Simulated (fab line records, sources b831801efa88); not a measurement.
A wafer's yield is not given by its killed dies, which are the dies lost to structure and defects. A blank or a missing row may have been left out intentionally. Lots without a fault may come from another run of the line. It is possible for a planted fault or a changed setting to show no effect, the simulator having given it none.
Matching of chambers || flow sky130 || SKY_PASSIVATION_CVD_00 on pecvd-04 has 3 sister chambers
The step deposits SiO2, target thk 90 nm. 3 wafers are shown with their chamber, then 10 later ones without.

== WAFERS, EACH WITH ITS CHAMBER ==
{"wafer": "L086.3", "chamber": 0, "heaterPowerW (W)": 635}
{"wafer": "L091.1", "chamber": 2, "heaterPowerW (W)": 577}
{"wafer": "L091.2", "chamber": 1, "heaterPowerW (W)": 581}

== WAFERS MISSING THEIR CHAMBER ==
{"wafer": "L091.5", "heaterPowerW (W)": 582}
{"wafer": "L089.2", "heaterPowerW (W)": 525}
{"wafer": "L089.4", "heaterPowerW (W)": 483}
{"wafer": "L089.6", "heaterPowerW (W)": 500}
{"wafer": "L093.1", "heaterPowerW (W)": 563}
{"wafer": "L093.3", "heaterPowerW (W)": 638}
{"wafer": "L093.4", "heaterPowerW (W)": 574}
{"wafer": "L094.3", "heaterPowerW (W)": 579}
{"wafer": "L094.4", "heaterPowerW (W)": 497}
{"wafer": "L094.6", "heaterPowerW (W)": 578}

== THE CHAMBER EACH PASSED THROUGH ==
{"wafer": "L091.5", "from the rows above": "can't be placed: 1 or 2 or 0", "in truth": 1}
{"wafer": "L089.2", "from the rows above": "can't be placed: 2 or 1 or 0", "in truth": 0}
{"wafer": "L089.4", "from the rows above": "can't be placed: 2 or 1 or 0", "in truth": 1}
{"wafer": "L089.6", "from the rows above": "can't be placed: 2 or 1 or 0", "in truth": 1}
{"wafer": "L093.1", "from the rows above": "can't be placed: 2 or 1 or 0", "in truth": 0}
{"wafer": "L093.3", "from the rows above": "can't be placed: 0 or 1 or 2", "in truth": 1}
{"wafer": "L093.4", "from the rows above": "can't be placed: 2 or 1 or 0", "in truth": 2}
{"wafer": "L094.3", "from the rows above": "can't be placed: 1 or 2 or 0", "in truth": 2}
{"wafer": "L094.4", "from the rows above": "can't be placed: 2 or 1 or 0", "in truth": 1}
{"wafer": "L094.6", "from the rows above": "can't be placed: 2 or 1 or 0", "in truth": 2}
Correctly placed: 0 of 10. Cannot be placed on the basis of these rows: 10; the candidates contain the true chamber in 10. Wrongly placed: 0.
How it was worked out, from the rows above alone: a wafer's distance from a chamber is the root of the sum, over the readings, of the square of ((its reading less the chamber's mean) divided by the reading's scatter). The wafer belongs to the nearest chamber; if the next one is less than 2 further off, it can't be placed. For every chamber, the mean is computed from those of its wafers that are shown. The scatter: with one shown wafer a chamber, the root of the mean of the squares of how far each hidden wafer lies from its nearest shown one.
